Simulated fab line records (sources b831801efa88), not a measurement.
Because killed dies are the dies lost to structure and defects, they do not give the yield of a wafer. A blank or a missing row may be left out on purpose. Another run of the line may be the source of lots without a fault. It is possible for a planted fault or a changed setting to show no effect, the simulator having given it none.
Struck lot and sound lot, side by side | flow gf180mcu | 19 steps out of a route of 602
Sound: wafers L988.1, L988.2, L988.3. Wafers L996.1, L996.2, L996.6 were the ones struck. Last of all comes the cause.
Order at every step that has rows: each side's tool, ch and its chambers, its first start. Under that, the readings that differ: sound wafers | struck wafers | difference of the means | sigmas: that difference in standard deviations of wafers without a fault.
alike: same words and numbers on both sides, and readings whose means sit less than 2 such deviations apart. not compared: any withheld reading, any reading some wafer has no value for, any bound like >300 that may hide the same value, and any number with overlapping values for which the record gives no deviation.
Wherever a step has rows on one side only, a row that says differs or no value, or a row with sigmas, the two part there. Non-overlapping numbers with no deviation appear without sigmas and do not part them. A reading missing from all wafers of one side parts the sides only when that side holds two or more wafers.

first, 1 step without rows for these wafers: GF_STI_CVD_23 (deposits SiO2, target thk 650 nm, time 108.3 s).
GF_STI_THK_MEAS_24:
  sound on filmMetro-04 at day 2 09:08; struck on filmMetro-03 at day 4 08:40
  alike: STI_CVD_23_THK
GF_STI_CMP_25: polishes, stops on Si3N4, t overpolish 33 s, target thk 524.6 nm.
  sound on cmp-02 ch 0,1,3, day 2 09:12; struck on cmp-02 ch 0,1, day 4 08:44
  alike: motorCurrentA, overpolishRunS, slurryFlowMlMin, timeToEndpointS
then, 4 steps without rows for these wafers: GF_STI_WET_ETCH_26 (etches SiO2 in dHF, target depth 94 nm, time 188 s); GF_STI_WET_ETCH_27 (etches Si3N4 in H3PO4, target depth 160 nm, time 1825 s); GF_STI_WET_ETCH_28 (etches SiO2 in dHF, target depth 20 nm, time 40 s); GF_STI_OXIDATION_29 (stabilise 600 s, purge 300 s, target thk 10 nm).
GF_STI_THK_MEAS_30:
  sound on filmMetro-02 at day 2 11:29; struck on filmMetro-02 at day 4 14:11
  alike: STI_OXIDATION_02_THK
then, 4 steps without rows for these wafers: GF_DNWELL_DEHYDRATE_00 (time 60 s); GF_DNWELL_HMDS_01 (prime time 60 s); GF_DNWELL_COAT_02 (resist thk 3000 nm); GF_DNWELL_SOFTBAKE_03.
GF_DNWELL_EXPOSE_04: exposes mask DNWELL, target cd 1700 nm.
  sound on ilineStepper-02 ch 0, day 2 17:51; struck on ilineStepper-01, day 4 20:16
  no value came back on the struck wafers for exposureDoseMJCm2, focusOffsetNm (nm); on the sound wafers exposureDoseMJCm2 reads 260.19 260.14 260.30
  alike: mask
then, 3 steps without rows for these wafers: GF_DNWELL_PEB_05; GF_DNWELL_DEVELOP_06 (develop time 60 s); GF_DNWELL_IMPLANT_07.
GF_DNWELL_STRIP_08: strips in O2/N2.
  sound on plasmaAsher-04 ch 0,1, day 2 23:30; struck on plasmaAsher-03 ch 0,1, day 5 03:34
  alike: drypumpMotorCurrentA, heaterPowerW, oesProductAu, platenTempC, stripTimeToEndpointS
  not compared: rfHoursCounterH
GF_DNWELL_TW_MEAS_09:
  sound on filmMetro-02 at day 2 23:36; struck on filmMetro-03 at day 5 03:40
reading   | sound          | struck   | difference | sigmas
DNWELL_TW | 1337 1335 1335 | 31 31 31 | -1305      | -93
then, 1 step without rows for these wafers: GF_NWELL_DEHYDRATE_00 (time 60 s).

WHERE THEY PART
Earliest at GF_DNWELL_EXPOSE_04; latest, in this record, at GF_DNWELL_TW_MEAS_09.

WHY: whatever the simulator had introduced
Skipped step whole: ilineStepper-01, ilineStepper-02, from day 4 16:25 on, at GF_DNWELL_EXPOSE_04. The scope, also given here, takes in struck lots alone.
